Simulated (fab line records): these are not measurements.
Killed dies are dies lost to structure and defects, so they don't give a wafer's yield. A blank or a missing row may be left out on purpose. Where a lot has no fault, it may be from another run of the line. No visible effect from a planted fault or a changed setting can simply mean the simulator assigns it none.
2 desks, one fault :: flow sfq-line :: only its own numbers are on each desk; what lay behind them is given at the end

## FOR THE TOOL OWNER'S DESK: litho-track-01
The tool's own readings at SFQ_TRILAYER_M6_LITHO_COAT_159 (resist thk 600 nm): means of the sampled wafers that have a number, for each lot that ran on this tool. Any lot whose mean is over 4 standard deviations away from the usual mean is out of limits and marked OUT; that distance is given in the brackets.
Columns: A = resist-line-temp-C at SFQ_TRILAYER_M6_LITHO_COAT_159, usual 23.00 C; B = spin-speed-rpm at SFQ_TRILAYER_M6_LITHO_COAT_159, usual 2999.9 rpm
lot: L339
first seen here: day 75 22:20
A: 23.05
B: 2999.8

lot: L344
first seen here: day 79 21:01
A: 22.98
B: 3059.7 (+26) OUT

lot: L347
first seen here: day 80 18:51
A: 23.08
B: 3062.1 (+27) OUT
This desk finds L344, L347 out of limits, L344 being first, at day 79 21:01 (spin-speed-rpm at SFQ_TRILAYER_M6_LITHO_COAT_159). L339 stayed within limits.

## METROLOGY DESK
What the gauges read for every lot (on any tool): the sampled wafers with a number, averaged. Any lot whose mean is over 4 standard deviations away from the usual mean is out of limits and marked OUT; that distance is given in the brackets.
Columns: A = C5_OVL at SFQ_C5_OVL_MEAS_937, usual 1 nm; B = M6_NB_RS at SFQ_M6_RS_MEAS_938, usual 0.889 ohm/sq; C = M6_OVL at SFQ_M6_OVL_MEAS_940, usual 1 nm
lot: L336
first seen here: day 72 02:25
A: 2
B: 0.887
C: 2

lot: L339
first seen here: day 75 20:47
A: 8
B: 0.888
C: -6

lot: L344
first seen here: day 79 19:31
A: -3
B: 0.875
C: -12

lot: L347
first seen here: day 80 17:16
A: 3
B: 0.885
C: 3

lot: L353
first seen here: day 81 16:10
A: -2
B: 0.888
C: 7

lot: L356
first seen here: day 82 23:44
A: 0
B: 0.889
C: 3
Finding of this desk: none of the 6 lots has anything out of limits.

## ALL TOGETHER
The tool owner's desk could have raised an alarm at day 79 21:01, on L344, L347.
Metrology desk: nothing out of limits seen.
The metrology desk has L344, L347 on record, within its limits.
SFQ_TRILAYER_M6_LITHO_COAT_159 was run on litho-track-01 by each of the lots named.

## WHAT WAS PUT IN BY THE SIMULATOR
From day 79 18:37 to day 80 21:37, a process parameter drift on litho-track-01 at SFQ_TRILAYER_M6_LITHO_COAT_159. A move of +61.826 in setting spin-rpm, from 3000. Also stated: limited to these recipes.
Shown lots that were struck: L344, L347.
Delay in hours, fault start to first out-of-limits reading, by desk: the tool owner's desk at 2.
